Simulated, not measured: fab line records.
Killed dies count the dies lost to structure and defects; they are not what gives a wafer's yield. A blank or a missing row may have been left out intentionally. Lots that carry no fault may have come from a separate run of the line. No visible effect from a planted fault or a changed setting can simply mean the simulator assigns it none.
fab line records	flow sfqLine
record: lots: 6	wafers: 18	lastDay: 84
route steps=325 shown I2@110 M3@118
lots that met no fault: from a run of the same line without faults
startH: hours from the record's first day to the start of the lot's first wafer shown	waitH: time in hours since the lot's previous step	" identical to the entry in the row above	L1.1+2: a single row standing in for several wafers	- no value, or no start given	* or withheld: withheld	< > ~ a bound
route shown NAME@n: NAME is a module with steps in the file, n the number in the route of the first one	usual: average and standard deviation across the fault-free wafers	same: alike in all rows	chamber/n: place in a boat	sites: the reading at each site	_std_site: standard deviation of those values	_edge_site: outer sites' mean less inner sites'	radiusMm: for every site, how far away it sits from the centre of the wafer	mask NAME#n: copy n	behind: tool/chamber where the wafer was last shaped	hold: cause of the lot's hold/its duration in hours/its outcome	device: the n, p or np transistor that did not switch	end of line: the tests these same wafers got at the end of their route	a step without rows: its recipe alone	killed: dies lost to structure and defects at the first sort, not the wafer's yield	map: a wafer's dies, x killed, . not, _ none there
set.NAME: setting as actually run; set.NAME@STEP: the setting as run at that earlier step	model.NAME: the simulator's own value behind a step, which no gauge read
lots at selected steps of the route; one table per step, one row per wafer
services: the hour from which a tool's chamber was out of use, counted from the record's first day as startH (under 0 if before that day), plus the number of hours and why
== steps ==
step: SFQ_TRILAYER_I2_VIA_LITHO_EXPOSE_068
recipe: maskId: I2	na: 0.6	sourceShape: conventional	sigmaOuter: 0.65	targetCdNm: 500	doseMj: 21.3
step: SFQ_TRILAYER_I2_VIA_LITHO_PEB_070
recipe: pebTempC: 115	pebTimeS: 60	resist: KrF
step: SFQ_TRILAYER_I2_VIA_LITHO_DEVELOP_069
recipe: timeS: 60	resist: KrF
step: SFQ_I2_OVL_MEAS_918
usual: I2_OVL: -3/5.6
lot.wafer	tool	chamber	startH	waitH	I2_OVL[nm]
L572.1	overlay-02	-	922.40	0.1	-6
L572.3	"	-	"	"	-10
L572.5	"	-	"	"	-5
L573.1	overlay-02	-	927.20	0.1	-1
L573.5	"	-	"	"	4
L573.6	"	-	"	"	-6
L581.1	overlay-01	-	997.05	0.1	-1
L581.5	"	-	"	"	-1
L581.6	"	-	"	"	-9
L582.1	overlay-01	-	1000.65	0.1	5
L582.2	"	-	"	"	7
L582.6	"	-	"	"	8
L583.1	overlay-02	-	1009.05	0.1	-3
L583.4	"	-	"	"	8
L583.5	"	-	"	"	1
L584.1	overlay-01	-	1012.65	0.1	-10
L584.3	"	-	"	"	-15
L584.5	"	-	"	"	-7
step: SFQ_TRILAYER_I2_VIA_BARC_OPEN_VIA_ETCH_096
recipe: maskMaterial: PR	chemistry: O2	targetDepthNm: 125	target: BARC	sourceW: 500	biasW: 80	pressureMtorr: 30	timeS: 41.7
usual: drypumpMotorCurrentA: 5.9/0.52	oesProductAu: 0.685/0.005
lot.wafer	tool	chamber	startH	waitH	drypumpMotorCurrentA	oesProductAu	rfHoursCounterH
L572.1	rieDiel-02	3	922.44	0.0	5.1	0.683	18
L572.3	"	1	"	"	5.9	0.679	8
L572.5	"	1	"	"	5.9	0.690	-
L573.1	rieDiel-01	2	927.24	0.0	6.4	0.677	12
L573.5	"	2	"	"	6.3	0.686	-
L573.6	"	3	"	"	5.4	0.682	-
L581.1	rieDiel-02	3	997.09	0.0	5.1	0.685	20
L581.5	"	1	"	"	5.8	0.682	-
L581.6	"	2	"	"	6.5	0.681	-
L582.1	rieDiel-03	0	1000.69	0.0	6.7	0.686	11
L582.2	"	3	"	"	6.2	0.683	7
L582.6	"	2	"	"	6.3	0.688	-
L583.1	rieDiel-03	0	1009.09	0.0	6.7	0.690	11
L583.4	"	2	"	"	6.3	0.692	9
L583.5	"	3	"	"	6.2	0.687	-
L584.1	rieDiel-01	3	1012.69	0.0	5.4	0.681	11
L584.3	"	1	"	"	5.2	0.683	20
L584.5	"	1	"	"	5.2	0.686	-
step: SFQ_TRILAYER_I2_VIA_ETCH_VIA_ETCH_070
recipe: target: SiO2	stopOn: Nb	maskMaterial: PR	taperDeg: 20	chemistry: CHF3	targetDepthNm: 260	sourceW: 500	biasW: 80	pressureMtorr: 30	timeS: withheld
usual: drypumpMotorCurrentA: 5.9/0.52	oesProductAu: 0.854/0.0051
lot.wafer	tool	chamber	startH	waitH	drypumpMotorCurrentA	oesProductAu
L572.1	rieDiel-02	3	922.48	0.0	5.1	0.853
L572.3	"	1	"	"	5.9	0.857
L572.5	"	1	"	"	5.9	0.858
L573.1	rieDiel-01	2	927.28	0.0	6.4	0.862
L573.5	"	2	"	"	6.4	0.857
L573.6	"	3	"	"	5.4	0.853
L581.1	rieDiel-02	3	997.13	0.0	5.1	0.851
L581.5	"	1	"	"	5.9	0.852
L581.6	"	2	"	"	6.5	0.854
L582.1	rieDiel-03	0	1000.73	0.0	6.7	0.859
L582.2	"	3	"	"	6.1	0.855
L582.6	"	2	"	"	6.3	0.862
L583.1	rieDiel-03	0	1009.13	0.0	6.7	0.857
L583.4	"	2	"	"	6.2	0.856
L583.5	"	3	"	"	6.1	0.856
L584.1	rieDiel-01	3	1012.73	0.0	5.4	0.848
L584.3	"	1	"	"	5.2	0.856
L584.5	"	1	"	"	5.2	0.852
step: SFQ_TRILAYER_I2_VIA_STRIP_STRIP_071
recipe: gas: O2	powerW: 200	platenTempC: 40	overashFraction: 0.65	chemistry: O2	pressureMtorr: 50
usual: drypumpMotorCurrentA: 5.9/0.38	oesProductAu: 0.998/0.0075	platenTempC: 39.99/0.11
same: overashFraction: 0.65
lot.wafer	tool	chamber	startH	waitH	drypumpMotorCurrentA	oesProductAu	platenTempC	rfHoursCounterH
L572.1	rieMetal-02	0	922.59	-	5.6	0.994	39.96	66
L572.3	"	0	"	"	5.6	0.995	39.91	-
L572.5	"	0	"	"	5.6	0.999	39.93	-
L573.1	rieMetal-02	0	927.39	-	5.6	1.001	39.99	67
L573.5	"	1	"	"	6.5	0.985	40.03	-
L573.6	"	0	"	"	5.6	1.000	39.92	-
L581.1	rieMetal-01	1	997.63	-	6.0	0.994	39.84	18
L581.5	"	1	"	"	6.0	0.992	39.94	-
L581.6	"	1	"	"	6.0	0.992	39.84	-
L582.1	rieMetal-02	0	1000.84	-	5.6	0.998	40.00	82
L582.2	"	1	"	"	6.5	0.988	39.88	110
L582.6	"	1	"	"	6.5	0.990	39.76	-
L583.1	rieMetal-01	1	1009.24	-	6.0	1.006	39.99	23
L583.4	"	1	"	"	6.0	0.997	40.06	-
L583.5	"	1	"	"	6.0	0.994	40.02	-
L584.1	rieMetal-01	1	1012.84	-	6.0	0.999	39.79	24
L584.3	"	1	"	"	6.0	0.993	39.92	-
L584.5	"	1	"	"	6.0	0.991	39.82	-
step: SFQ_TRILAYER_I2_VIA_STRIP_SOLV_CLEAN_072
recipe: chemistry: NMP	tempC: 70	timeS: 600
step: SFQ_TRILAYER_M3_DEP_PRE_CLEAN_074
recipe: gas: Ar	timeS: 22.5	biasV: 250
step: SFQ_TRILAYER_M3_DEP_SPUTTER_073
recipe: material: Nb	basePressurePa: 1.33e-06	chamberPressurePa: 0.1333	substrateTempC: 20	resputterCathodeVoltageV: 400	targetThkNm: 200	powerW: 2000	timeS: 133.3
usual: basePressurePa: 1.32e-06/9.3e-08	throttleValvePct: 30.0/0.85
lot.wafer	tool	chamber	startH	waitH	basePressurePa	throttleValvePct
L572.1	pvdSputter-05	-	923.40	0.0	1.2e-06	29.8
L572.3	"	-	"	"	1.32e-06	29.8
L572.5	"	-	"	"	1.21e-06	31.6
L573.1	pvdSputter-04	-	928.20	0.0	1.43e-06	30.4
L573.5	"	-	"	"	1.45e-06	30.3
L573.6	"	-	"	"	1.34e-06	29.9
L581.1	pvdSputter-04	-	999.04	0.0	1.33e-06	29.5
L581.5	"	-	"	"	1.4e-06	30.1
L581.6	"	-	"	"	1.24e-06	30.7
L582.1	pvdSputter-05	-	1001.64	0.0	1.39e-06	29.7
L582.2	"	-	"	"	1.35e-06	31.7
L582.6	"	-	"	"	1.23e-06	29.5
L583.1	pvdSputter-04	-	1010.64	0.0	1.16e-06	30.2
L583.4	"	-	"	"	1.34e-06	29.6
L583.5	"	-	"	"	1.21e-06	30.0
L584.1	pvdSputter-05	-	1014.24	0.0	1.51e-06	31.8
L584.3	"	-	"	"	1.27e-06	30.0
L584.5	"	-	"	"	1.36e-06	31.4
step: SFQ_M3_RS_MEAS_919
recipe: thkMeasGauge: four-point-probe	reads: Nb_of_TRILAYER_M3_DEP_SPUTTER_073
usual: M3_NB_RS: 0.885/0.011
lot.wafer	tool	chamber	startH	waitH	M3_NB_RS[ohm/sq]
L572.1	filmMetro-03	-	923.49	0.0	0.886
L572.3	"	-	"	"	0.894
L572.5	"	-	"	"	0.879
L573.1	filmMetro-03	-	928.29	0.0	0.885
L573.5	"	-	"	"	0.879
L573.6	"	-	"	"	0.873
L581.1	filmMetro-01	-	999.13	0.0	0.884
L581.5	"	-	"	"	0.895
L581.6	"	-	"	"	0.896
L582.1	filmMetro-04	-	1001.73	0.0	0.908
L582.2	"	-	"	"	0.896
L582.6	"	-	"	"	0.899
L583.1	filmMetro-01	-	1010.73	0.0	0.903
L583.4	"	-	"	"	0.889
L583.5	"	-	"	"	0.903
L584.1	filmMetro-04	-	1014.33	0.0	0.884
L584.3	"	-	"	"	0.894
L584.5	"	-	"	"	0.880
step: SFQ_TRILAYER_M3_LITHO_COAT_080
recipe: resist: BARC	spinRpm: 3000	resistThkNm: 62
usual: spinSpeedRpm: 2999.6/2.5
lot.wafer	tool	chamber	startH	waitH	spinSpeedRpm	model.BARC_of_TRILAYER_M3_LITHO_COAT_080.thkNm
L572.1	lithoTrack-04	0	923.88	0.3	3188.9	60.18
L572.3	"	0	"	"	3188.2	59.87
L572.5	"	0	"	"	3187.1	60.2
L573.1	lithoTrack-04	0	928.47	0.1	3185.2	60.16
L573.5	"	0	"	"	3183.7	60.12
L573.6	"	0	"	"	3185.7	60.22
L581.1	lithoTrack-03	0	999.31	0.1	2997.0	62.15
L581.5	"	0	"	"	3000.3	61.97
L581.6	"	0	"	"	2999.2	62.02
L582.1	lithoTrack-03	0	1001.95	0.1	2997.1	61.66
L582.2	"	0	"	"	3002.5	61.82
L582.6	"	0	"	"	3008.0	61.71
L583.1	lithoTrack-04	0	1010.91	0.1	3001.0	62.37
L583.4	"	0	"	"	2999.5	62.09
L583.5	"	0	"	"	3003.2	62.1
L584.1	lithoTrack-02	0	1014.51	0.1	2999.6	61.73
L584.3	"	0	"	"	2992.4	61.8
L584.5	"	0	"	"	3004.7	61.51
step: SFQ_TRILAYER_M3_LITHO_COAT_075
recipe: resist: KrF	spinRpm: 3000	resistThkNm: 600
step: SFQ_TRILAYER_M3_LITHO_SOFTBAKE_079
recipe: tempC: withheld	timeS: withheld	resist: KrF
step: SFQ_TRILAYER_M3_LITHO_EXPOSE_076
recipe: maskId: M3	na: 0.6	sourceShape: conventional	sigmaOuter: 0.65	targetCdNm: 500	doseMj: 14.4
step: SFQ_TRILAYER_M3_LITHO_PEB_078
recipe: pebTempC: 115	pebTimeS: 60	resist: KrF
step: SFQ_TRILAYER_M3_LITHO_DEVELOP_077
recipe: timeS: 60	resist: KrF
step: SFQ_M3_OVL_MEAS_921
usual: M3_OVL: -4/6.3
lot.wafer	tool	chamber	startH	waitH	M3_OVL[nm]
L572.1	overlay-01	-	929.93	0.1	-5
L572.3	"	-	"	"	-8
L572.5	"	-	"	"	-3
L573.1	overlay-01	-	934.73	0.1	1
L573.5	"	-	"	"	-2
L573.6	"	-	"	"	-2
L581.1	overlay-02	-	1112.52	0.1	-11
L581.5	"	-	"	"	-7
L581.6	"	-	"	"	-6
L582.1	overlay-02	-	1113.72	0.1	-7
L582.2	"	-	"	"	-7
L582.6	"	-	"	"	-6
L583.1	overlay-02	-	1114.92	0.1	-10
L583.4	"	-	"	"	-2
L583.5	"	-	"	"	-5
L584.1	overlay-02	-	1116.12	0.1	7
L584.3	"	-	"	"	4
L584.5	"	-	"	"	4
step: SFQ_TRILAYER_M3_BARC_OPEN_METAL_ETCH_100
recipe: maskMaterial: PR	chemistry: O2	targetDepthNm: 125	target: BARC	icpW: 600	biasW: 80	pressureMtorr: 10	timeS: 41.7
usual: drypumpMotorCurrentA: 5.8/0.39	oesProductAu: 0.685/0.0046
lot.wafer	tool	chamber	startH	waitH	drypumpMotorCurrentA	oesProductAu	rfHoursCounterH	model.etch.depthNm
L572.1	rieMetal-04	1	929.96	0.0	5.3	0.678	63	60.18
L572.3	"	1	"	"	5.3	0.680	-	59.87
L572.5	"	1	"	"	5.3	0.679	-	60.2
L573.1	rieMetal-02	1	934.76	0.0	6.5	0.674	94	60.16
L573.5	"	1	"	"	6.5	0.674	-	60.12
L573.6	"	1	"	"	6.5	0.674	-	60.22
L581.1	rieMetal-04	1	1112.56	0.0	5.4	0.684	98	62.15
L581.5	"	1	"	"	5.4	0.690	-	61.97
L581.6	"	0	"	"	5.9	0.680	-	62.02
L582.1	rieMetal-03	1	1113.76	0.0	6.1	0.684	119	61.66
L582.2	"	0	"	"	5.6	0.684	136	61.82
L582.6	"	1	"	"	6.2	0.683	-	61.71
L583.1	rieMetal-04	0	1114.96	0.0	5.9	0.685	93	62.37
L583.4	"	1	"	"	5.3	0.679	-	62.09
L583.5	"	0	"	"	5.9	0.687	-	62.1
L584.1	rieMetal-03	0	1116.16	0.0	5.6	0.680	137	61.73
L584.3	"	1	"	"	6.1	0.684	-	61.8
L584.5	"	1	"	"	6.1	0.682	-	61.51
step: SFQ_TRILAYER_M3_ETCH_METAL_ETCH_078
recipe: target: Nb	stopOn: SiO2	maskMaterial: PR	chemistry: Cl2/Ar	targetDepthNm: 240	icpW: 600	biasW: 80	pressureMtorr: 10	timeS: 120
usual: drypumpMotorCurrentA: 5.8/0.38	oesProductAu: 0.898/0.0075
lot.wafer	tool	chamber	startH	waitH	drypumpMotorCurrentA	oesProductAu	rfHoursCounterH
L572.1	rieMetal-04	1	930.02	0.0	5.4	0.896	63
L572.3	"	1	"	"	5.3	0.890	-
L572.5	"	1	"	"	5.3	0.899	-
L573.1	rieMetal-02	1	934.88	0.1	6.5	0.904	94
L573.5	"	1	"	"	6.5	0.903	-
L573.6	"	1	"	"	6.5	0.909	-
L581.1	rieMetal-04	1	1112.62	0.0	5.4	0.899	98
L581.5	"	1	"	"	5.4	0.894	-
L581.6	"	0	"	"	5.9	0.899	-
L582.1	rieMetal-03	1	1113.82	0.0	6.1	0.884	119
L582.2	"	0	"	"	5.6	0.899	136
L582.6	"	1	"	"	6.1	0.886	-
L583.1	rieMetal-04	0	1115.02	0.0	5.9	0.886	93
L583.4	"	1	"	"	5.4	0.887	-
L583.5	"	0	"	"	5.9	0.890	-
L584.1	rieMetal-03	0	1116.22	0.0	5.6	0.902	137
L584.3	"	1	"	"	6.1	0.902	-
L584.5	"	1	"	"	6.1	0.900	-
== services ==
tool	chamber	startH	hours	kind
rieDiel-03	0	909.68	5.5	repair
rieMetal-02	0	930.69	5.6	repair
rieMetal-04	-	934.25	4.0	pm
rieMetal-04	0	945.85	133.0	repair
rieDiel-02	1	946.14	8.3	repair
rieDiel-03	2	953.57	8.0	repair
rieMetal-04	-	979.66	28.1	pm
rieMetal-03	-	994.66	2.8	pm
rieDiel-01	3	998.70	2.5	repair
rieMetal-03	0	1009.15	10.0	repair
rieDiel-01	1	1018.26	1.7	repair
rieDiel-01	2	1020.11	1.8	repair
rieDiel-02	2	1028.91	2.3	repair
rieMetal-04	1	1036.43	8.0	repair
rieMetal-02	0	1038.25	2.3	repair
rieDiel-02	-	1038.84	0.3	repair
rieDiel-01	-	1041.32	2.8	pm
rieDiel-02	0	1056.84	24.0	repair
rieDiel-02	2	1083.20	8.0	repair
rieDiel-02	1	1083.73	4.5	repair
rieMetal-04	-	1090.39	2.8	pm
rieDiel-03	1	1093.44	9.4	repair
rieDiel-03	2	1099.45	12.7	repair
rieDiel-03	1	1109.36	4.6	repair
== key ==
firstSign: step: SFQ_TRILAYER_M3_LITHO_COAT_080	reading: spinSpeedRpm	direction: up	sigmas: 76	usual: 2999.6	struck: 3186.5
effect none on later readings
modelEffect: step: SFQ_TRILAYER_M3_LITHO_COAT_080	value: BARC_of_TRILAYER_M3_LITHO_COAT_080.thkNm	without: 61.96	struck: 60.12
modelEffect: step: SFQ_TRILAYER_M3_BARC_OPEN_METAL_ETCH_100	value: etch.depthNm	without: 61.96	struck: 60.12
metAt SFQ_TRILAYER_M3_LITHO_COAT_080
struckWafers L572.1,L572.3,L572.5,L573.1,L573.5,L573.6
fault: kind: processParameterDrift	tool: lithoTrack-04	chamber: -	onsetH: 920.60	steps: SFQ_TRILAYER_M3_LITHO_COAT_080	channel: spinRpm	offset: 185.89	shape: step	endH: 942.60	actsIn: theseRecipesOnly	stated: 3000
